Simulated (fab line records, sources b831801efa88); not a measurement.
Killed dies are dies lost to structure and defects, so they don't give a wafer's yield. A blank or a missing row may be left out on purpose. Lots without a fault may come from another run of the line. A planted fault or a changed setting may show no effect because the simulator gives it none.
Problem report in the 8D (eight disciplines) form, filled by code | flow sfq_line | the parts of the form that need people (team, actions taken, sign-off) are left out

1. THE PROBLEM
platen_rpm at SFQ_TRILAYER_A5B_CMP_CMP_130 reads a mean of 66.03 rpm on 6 wafers of 2 lots; wafers without a fault read 60.00 rpm with a standard deviation of 0.04. That is +99 or more standard deviations from the usual mean.
The step: polishes, stops on Nb, target thk 340.7 nm.
First seen on wafer L748.2, day 61 01:01, on cmp-02. The record holds 42 wafers of 14 lots with a number at this step. Rule for "out", or "out of limits": more than 4 standard deviations from the usual mean. The other wafers with a number count as sound.

2. WHAT IT IS AND WHAT IT IS NOT
question                    | is                     | is not
which readings at this step | platen_rpm             | motor_current_A, slurry_filter_dp_kPa
which lots                  | L748, L753             | L738, L739, L740, L741, L742, L743, L745, L747, L755, L758, L760, L761
which wafers of those lots  | all that have a number | -
read on which tools         | cmp-02                 | cmp-01
when                        | from day 61 01:01      | up to then (24 sound wafers); but 12 sound wafers of L755, L758, L760, L761 came after

3. SUSPECTS, AND WHAT RULES EACH OUT
Counting: a tool at a process step up to the reading stays a suspect if it ran every lot that is out and no sound lot after the first of them.
- rie_diel-01 at SFQ_TRILAYER_I2_VIA_ETCH_VIA_ETCH_070 (etches SiO2 in CHF3, stops on Nb, target depth 260 nm): ruled out as a lasting fault. Sound lots L761 ran on it after its first lot that is out, L748 (day 40 00:16).
- cmp-02 at SFQ_TRILAYER_A5B_CMP_CMP_130 (polishes, stops on Nb, target thk 340.7 nm): ruled out as a lasting fault. Sound lots L761 ran on it after its first lot that is out, L748 (day 61 01:01).
Left after counting: nothing in the record.

4. THE CAUSE (what the simulator had put in)
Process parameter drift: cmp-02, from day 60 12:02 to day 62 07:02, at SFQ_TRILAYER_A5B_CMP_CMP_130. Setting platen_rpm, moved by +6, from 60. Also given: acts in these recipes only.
Counting ruled it out, wrongly.

5. THE CHAIN OF EFFECTS, in route order
Each row: a reading whose mean over the struck wafers that have a number lies more than 3 standard deviations from the usual. Only readings for which the record gives a usual standard deviation are gone through. hours: the time from each lot's start at the first step in this table that gives one to its start at this step, as a median over the lots. sigmas: the change in usual standard deviations.
hours | step                         | reading    | usual     | on struck wafers | change | sigmas
0     | SFQ_TRILAYER_A5B_CMP_CMP_130 | platen_rpm | 60.00 rpm | 66.03            | +6.03  | +99 or more
The process steps in it:
- SFQ_TRILAYER_A5B_CMP_CMP_130: polishes, stops on Nb, target thk 340.7 nm.

6. WHAT WOULD HAVE CAUGHT IT SOONER
In this record the first reading out of limits was taken at day 61 01:01, 13 hours after the fault began at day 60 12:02.
